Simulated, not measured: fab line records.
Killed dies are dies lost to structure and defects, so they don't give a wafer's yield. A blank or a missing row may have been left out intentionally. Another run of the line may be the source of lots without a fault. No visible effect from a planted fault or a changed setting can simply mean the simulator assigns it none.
A lot that was struck, set against a sound lot    flow sky130    15 steps out of a route of 708
Sound: these wafers, L440.1, L440.3, L440.5. Wafers struck: L442.2, L442.4, L442.5. Last of all comes the cause.
Each step with rows lists, per side, the tool, then ch with its chambers, then its first start. Under that, the readings that differ: sound wafers    struck wafers    difference of the means    sigmas: that difference in standard deviations of wafers without a fault.
alike: a reading whose means differ by less than 2 such deviations, as well as words and numbers matching on both sides. not compared: withheld readings; readings where some wafer has no value; bounds like >300 that might hide an equal value; numbers whose values overlap and for which the record gives no deviation.
A row with sigmas, a row that says differs or no value, or rows on one side alone: a step with any of these is where the two part. Non-overlapping numbers with no deviation appear without sigmas and do not part them. Lack of a reading on every wafer of one side parts them only where that side has two or more wafers.

first, 4 steps without rows for these wafers: SKY_LDD_N_SOFTBAKE_03 (time 60 s); SKY_LDD_N_EXPOSE_04 (exposes mask NTM, target cd 840 nm); SKY_LDD_N_PEB_05; SKY_LDD_N_DEVELOP_06 (develop time 60 s).
SKY_LDD_N_OVL_MEAS_07:
  sound: overlay-02 at day 23 06:34; struck: overlay-02 at day 23 17:40
  alike: LDD_N_OVL
then, 7 steps without rows for these wafers: SKY_LDD_N_IMPLANT_08; SKY_LDD_N_IMPLANT_09; SKY_LDD_N_IMPLANT_10; SKY_LDD_N_IMPLANT_11; SKY_LDD_N_IMPLANT_12; SKY_LDD_N_IMPLANT_13; SKY_LDD_N_IMPLANT_14.
SKY_LDD_N_IMPLANT_15:
  sound on implanter-03 ch 0, day 23 08:07; struck on implanter-02 ch 0, day 23 18:47
reading             sound                 struck              difference  sigmas
tilt_deg (degrees)  29.971 29.997 29.960  0.000 -0.005 0.003  -29.977     -99 or more
  alike: dose_ions_cm2, rotation_deg
SKY_LDD_N_STRIP_16: strips in O2/N2.
  sound on plasma_asher-04 ch 0,1, day 23 08:16; struck on plasma_asher-04 ch 0,1, day 23 18:54
  alike: drypump_motor_current_A, oes_product_au, strip_time_to_endpoint_s
  not compared: rf_hours_counter_h
-- here the record skips 26 days between the struck wafers' starts before and after, leaving off in module LDD_N and picking up in module PAD_OPEN (first step shown: number 708 of the route) --
SKY_PAD_OPEN_PROBE_99:
  sound: prober-02 at day 49 22:17; struck: prober-01 at day 50 00:41
reading                                    sound                 struck              difference  sigmas
model.etest.nfet_01v8_turned.vt_sat_v (V)  0.6486 0.6507 0.6533  0.6151 0.6123 0.62  -0.0351     
  alike: killed_at_M0_to_M3, killed_at_M4_up, killed_at_contacts, killed_at_front_end, killed_at_other, killed_dies, killed_open, killed_short

## WHERE THEY PART
Within this record, at SKY_LDD_N_IMPLANT_15 only. Later steps at which nothing parts them and some readings are alike: SKY_LDD_N_STRIP_16, SKY_PAD_OPEN_PROBE_99.

WHY: what had been put in by the simulator
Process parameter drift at SKY_LDD_N_IMPLANT_15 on implanter-02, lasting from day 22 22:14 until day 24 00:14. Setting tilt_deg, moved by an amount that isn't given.
